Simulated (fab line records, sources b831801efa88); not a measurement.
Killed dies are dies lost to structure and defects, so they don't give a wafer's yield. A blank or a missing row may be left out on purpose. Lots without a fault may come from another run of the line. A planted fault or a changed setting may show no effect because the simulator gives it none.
fab line records | flow gf180mcu
record lots=13 wafers=39 last_day=34
route steps=602 shown V2@408 V3@430
lots that met no fault: from a run of the same line without faults
start_h: hours from the record's first day to the start of the lot's first wafer shown | wait_h: hours since the lot's step before | " the same as in the row above | L1.1+2: a row that stands for several wafers | - no value, or no start given | * or withheld: withheld | < > ~ a bound
route shown NAME@n: a module of which the file shows steps, and the number in the route of the first | usual: mean/standard deviation of fault-free wafers | same: alike in all rows | chamber/n: place in a boat | sites: the reading at each site | _std_site: their standard deviation | _edge_site: outer sites' mean less inner sites' | radius_mm: how far each site lies from the wafer's centre | mask NAME#n: copy n | behind: the tool/chamber that last shaped the wafer | hold: why the lot was held/for how many hours/how that ended | device: the transistor (n, p or np) that didn't switch | end of line: the same wafers' tests at the end of the route | a step without rows: its recipe alone | killed: dies lost to structure and defects at the first sort, not the wafer's yield | map: a wafer's dies, x killed, . not, _ none there
set.NAME: the setting as run; set.NAME@STEP: as run at that earlier step | model.NAME: the simulator's own value behind a step, which no gauge read
steps of the route over a sample of lots; a table a step, a row a wafer
services: from which hour (start_h, from the record's first day; less than 0 if before it) a tool's chamber was out of use, for how many hours, and why
## steps
# step GF_V2_CMP_26
# recipe stop_on=SiO2 down_force_psi=3.5 platen_rpm=60 t_overpolish_s=15 target_thk_nm=0 pad_velocity_m_s=0.94248
# usual motor_current_A=11.0/0.97 overpolish_run_s=15.001/0.0085 time_to_endpoint_s=88/4.4
# columns lot.wafer tool chamber start_h wait_h motor_current_A overpolish_run_s time_to_endpoint_s
L459.2 cmp-01 3 492.64 0.1 11.8 14.999 87
L459.3 " 0 " " 11.4 14.980 78
L459.6 " 3 " " 11.3 15.012 85
L460.1 cmp-01 1 503.86 0.1 10.0 15.009 89
L460.4 " 3 " " 10.7 15.002 92
L460.3 " 0 " " 12.3 15.007 83
L461.3 cmp-01 2 505.04 0.0 9.8 15.008 87
L461.1 " 3 " " 11.5 15.002 89
L461.5 " 2 " " 10.2 14.989 84
L462.1 cmp-02 2 508.79 0.1 11.6 15.005 91
L462.2 " 3 " " 10.7 14.994 93
L462.5 " 1 " " 11.6 15.005 86
L463.4 cmp-02 2 521.24 0.1 12.2 14.985 93
L463.6 " 1 " " 11.9 14.998 89
L463.5 " 2 " " 11.4 14.994 95
L464.1 cmp-01 2 535.58 0.2 9.8 14.979 91
L464.3 " 0 " " 11.4 15.004 86
L464.4 " 1 " " 9.7 15.005 89
L465.4 cmp-01 3 536.96 0.2 11.1 14.989 96
L465.3 " 2 " " 10.0 14.996 92
L465.6 " 3 " " 11.5 14.997 95
L466.2 cmp-01 3 544.12 0.0 11.6 14.992 91
L466.3 " 0 " " 11.6 15.011 85
L466.6 " 3 " " 11.3 15.007 88
L474.4 cmp-01 2 608.37 0.2 9.7 14.996 84
L474.5 " 3 " " 11.7 15.008 88
L474.6 " 0 " " 12.6 15.005 82
L475.1 cmp-02 0 612.64 0.1 9.2 15.013 87
L475.4 " 1 " " 11.5 15.006 81
L475.3 " 2 " " 11.9 14.991 84
L476.3 cmp-01 0 623.55 0.0 11.8 14.995 80
L476.1 " 2 " " 9.9 15.003 84
L476.5 " 0 " " 12.0 15.003 80
L478.2 cmp-01 0 632.77 0.0 12.7 14.999 86
L478.3 " 1 " " 9.7 14.994 94
L478.1 " 3 " " 11.5 14.988 96
L480.3 cmp-01 3 646.94 0.0 11.5 14.996 95
L480.2 " 2 " " 10.1 15.012 91
L480.5 " 0 " " 12.2 15.009 84
# step GF_V3_THK_MEAS_01
# recipe reads=SiO2_of_V3_CVD_00
# usual V3_CVD_00_THK=599/8.1
# columns lot.wafer tool chamber start_h wait_h V3_CVD_00_THK[nm]
L459.2 film_metro-03 - 517.54 0.0 600
L459.3 " - " " 598
L459.6 " - " " 595
L460.1 film_metro-04 - 528.37 0.0 603
L460.3 " - " " 597
L460.4 " - " " 604
L461.1 film_metro-04 - 529.58 0.0 610
L461.3 " - " " 585
L461.5 " - " " 616
L462.1 film_metro-04 - 532.98 0.0 603
L462.2 " - " " 593
L462.5 " - " " 598
L463.4 film_metro-01 - 545.06 0.0 592
L463.5 " - " " 594
L463.6 " - " " 604
L464.1 film_metro-04 - 559.08 0.0 601
L464.3 " - " " 618
L464.4 " - " " 614
L465.3 film_metro-01 - 560.07 0.1 596
L465.4 " - " " 593
L465.6 " - " " 599
L466.2 film_metro-01 - 567.58 0.1 611
L466.3 " - " " 606
L466.6 " - " " 616
L474.4 film_metro-01 - 630.20 0.0 592
L474.5 " - " " 614
L474.6 " - " " 600
L475.1 film_metro-04 - 634.52 0.0 593
L475.3 " - " " 588
L475.4 " - " " 601
L476.1 film_metro-04 - 645.09 0.0 603
L476.3 " - " " 598
L476.5 " - " " 598
L478.1 film_metro-01 - 653.99 0.0 592
L478.2 " - " " 594
L478.3 " - " " 595
L480.2 film_metro-01 - 667.95 0.0 593
L480.3 " - " " 577
L480.5 " - " " 578
# step GF_V3_CVD_02
# recipe material=SiO2 target_thk_nm=850 precursor=TEOS temp_c=400 time_s=94.851 rf_w=600
# usual heater_power_w=688/88 rf_fwd_power_W=596.2/2
# columns lot.wafer tool chamber start_h wait_h heater_power_w rf_fwd_power_W since_wet_clean_h
L459.2 pecvd-02 2 517.59 0.0 633 598.8 343
L459.3 " 0 " " 679 594.8 343
L459.6 " 0 " " 539 597.3 -
L460.1 pecvd-03 1 528.43 0.1 757 598.9 146
L460.3 " 2 " " 667 596.5 146
L460.4 " 1 " " 783 596.9 -
L461.1 pecvd-01 0 529.64 0.1 722 595.2 563
L461.3 " 2 " " 715 598.0 563
L461.5 " 0 " " 787 594.3 -
L462.1 pecvd-02 2 533.04 0.1 646 595.4 358
L462.2 " 0 " " 682 599.0 358
L462.5 " 2 " " 510 594.6 -
L463.4 pecvd-03 2 545.12 0.1 712 597.7 -
L463.5 " 1 " " 714 596.1 -
L463.6 " 0 " " 616 596.8 -
L464.1 pecvd-02 0 559.14 0.1 576 595.2 385
L464.3 " 2 " " 620 599.3 385
L464.4 " 0 " " 616 596.1 -
L465.3 pecvd-03 0 560.11 0.0 524 594.0 177
L465.4 " 2 " " 583 594.4 -
L465.6 " 1 " " 794 593.4 -
L466.2 pecvd-01 1 567.63 0.0 889 598.2 601
L466.3 " 0 " " 768 595.5 601
L466.6 " 1 " " 711 594.3 -
L474.4 pecvd-02 1 630.27 0.1 624 693.5 -
L474.5 " 2 " " 578 689.9 -
L474.6 " 0 " " 606 692.9 -
L475.1 pecvd-03 0 634.58 0.1 620 597.4 252
L475.3 " 1 " " 790 593.7 252
L475.4 " 0 " " 663 594.9 -
L476.1 pecvd-02 2 645.15 0.1 541 692.5 471
L476.3 " 0 " " 561 692.4 471
L476.5 " 2 " " 583 694.6 -
L478.1 pecvd-01 1 654.05 0.1 755 596.2 688
L478.2 " 0 " " 729 593.2 688
L478.3 " 2 " " 628 598.6 688
L480.2 pecvd-03 0 668.00 0.0 585 593.3 285
L480.3 " 1 " " 779 596.1 285
L480.5 " 2 " " 731 595.5 -
# step GF_V3_THK_MEAS_03
# recipe reads=SiO2_of_V3_CVD_02
# usual V3_CVD_02_THK=855/12
# columns lot.wafer tool chamber start_h wait_h V3_CVD_02_THK[nm]
L459.2 film_metro-04 - 517.67 0.0 862
L459.3 " - " " 855
L459.6 " - " " 859
L460.1 film_metro-01 - 528.50 0.0 850
L460.3 " - " " 830
L460.4 " - " " 869
L461.1 film_metro-03 - 529.71 0.0 853
L461.3 " - " " 846
L461.5 " - " " 856
L462.1 film_metro-03 - 533.11 0.0 858
L462.2 " - " " 856
L462.5 " - " " 863
L463.4 film_metro-03 - 545.18 0.0 850
L463.5 " - " " 864
L463.6 " - " " 871
L464.1 film_metro-04 - 559.21 0.0 853
L464.3 " - " " 859
L464.4 " - " " 877
L465.3 film_metro-04 - 560.20 0.1 870
L465.4 " - " " 855
L465.6 " - " " 877
L466.2 film_metro-04 - 567.71 0.0 834
L466.3 " - " " 847
L466.6 " - " " 849
L474.4 film_metro-03 - 630.33 0.0 910
L474.5 " - " " 900
L474.6 " - " " 900
L475.1 film_metro-03 - 634.65 0.0 849
L475.3 " - " " 853
L475.4 " - " " 861
L476.1 film_metro-04 - 645.22 0.0 882
L476.3 " - " " 892
L476.5 " - " " 908
L478.1 film_metro-04 - 654.12 0.0 835
L478.2 " - " " 834
L478.3 " - " " 837
L480.2 film_metro-03 - 668.08 0.0 858
L480.3 " - " " 848
L480.5 " - " " 853
# step GF_V3_CD_MEAS_14
# recipe target_cd_nm=260
# usual cd_nm=259.7/1.5
# columns lot.wafer tool chamber start_h wait_h cd_nm
L459.2 cd_sem-02 - 540.79 0.1 261.3
L459.3 " - " " 260.3
L459.6 " - " " 260.3
L460.1 cd_sem-02 - 551.06 0.1 260.8
L460.3 " - " " 261.1
L460.4 " - " " 260.0
L461.1 cd_sem-01 - 552.82 0.1 260.0
L461.3 " - " " 258.5
L461.5 " - " " 259.4
L462.1 cd_sem-01 - 555.92 0.1 258.4
L462.2 " - " " 260.3
L462.5 " - " " 259.9
L463.4 cd_sem-01 - 567.07 0.1 260.8
L463.5 " - " " 260.8
L463.6 " - " " 260.1
L464.1 cd_sem-01 - 581.31 0.1 259.1
L464.3 " - " " 258.7
L464.4 " - " " 259.3
L465.3 cd_sem-02 - 582.60 0.1 259.6
L465.4 " - " " 260.5
L465.6 " - " " 259.6
L466.2 cd_sem-02 - 589.63 0.1 261.2
L466.3 " - " " 261.8
L466.6 " - " " 261.5
L474.4 cd_sem-02 - 649.83 0.1 258.7
L474.5 " - " " 258.7
L474.6 " - " " 259.0
L475.1 cd_sem-02 - 655.01 0.1 259.9
L475.3 " - " " 260.3
L475.4 " - " " 260.1
L476.1 cd_sem-01 - 664.72 0.1 259.5
L476.3 " - " " 260.0
L476.5 " - " " 256.3
L478.1 cd_sem-01 - 674.52 0.1 258.5
L478.2 " - " " 258.3
L478.3 " - " " 258.0
L480.2 cd_sem-02 - 688.19 0.1 261.7
L480.3 " - " " 261.5
L480.5 " - " " 261.4
## services
# columns tool chamber start_h hours kind
pecvd-03 1 471.33 16.0 repair
pecvd-01 2 497.18 5.7 repair
cmp-02 - 529.69 1.1 repair
cmp-02 - 531.84 7.0 pm
pecvd-01 - 559.50 0.9 repair
pecvd-02 - 564.89 0.9 repair
cmp-01 - 572.00 4.0 pm
cmp-01 - 576.00 - consumable_replace:conditioner
cmp-01 - 576.00 - consumable_replace:pad
cmp-01 - 588.73 1.0 repair
cmp-01 - 592.49 0.5 repair
pecvd-01 2 594.42 16.7 repair
pecvd-02 1 620.45 4.1 repair
pecvd-01 - 630.57 14.6 pm
cmp-02 - 649.48 5.6 pm
pecvd-01 0 655.55 17.3 repair
cmp-01 - 656.06 4.4 pm
## key
first_sign step=GF_V3_CVD_02 reading=rf_fwd_power_W direction=up sigmas=49 usual=596.2 struck=692.6
effect step=GF_V3_THK_MEAS_03 reading=V3_CVD_02_THK direction=up sigmas=3.7 usual=855 struck=899
met_at GF_V3_CVD_02
struck_lots L474,L476
not_acting_at GF_V2_CMP_26,GF_V3_THK_MEAS_01,GF_V3_CD_MEAS_14
onset_between 559.14 630.27
fault kind=process_parameter_drift tool=pecvd-02 chamber=- onset_h=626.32 steps=GF_V3_CVD_02 channel=rf_w offset=96 shape=step end_h=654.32 acts_in=these_recipes_only stated=600
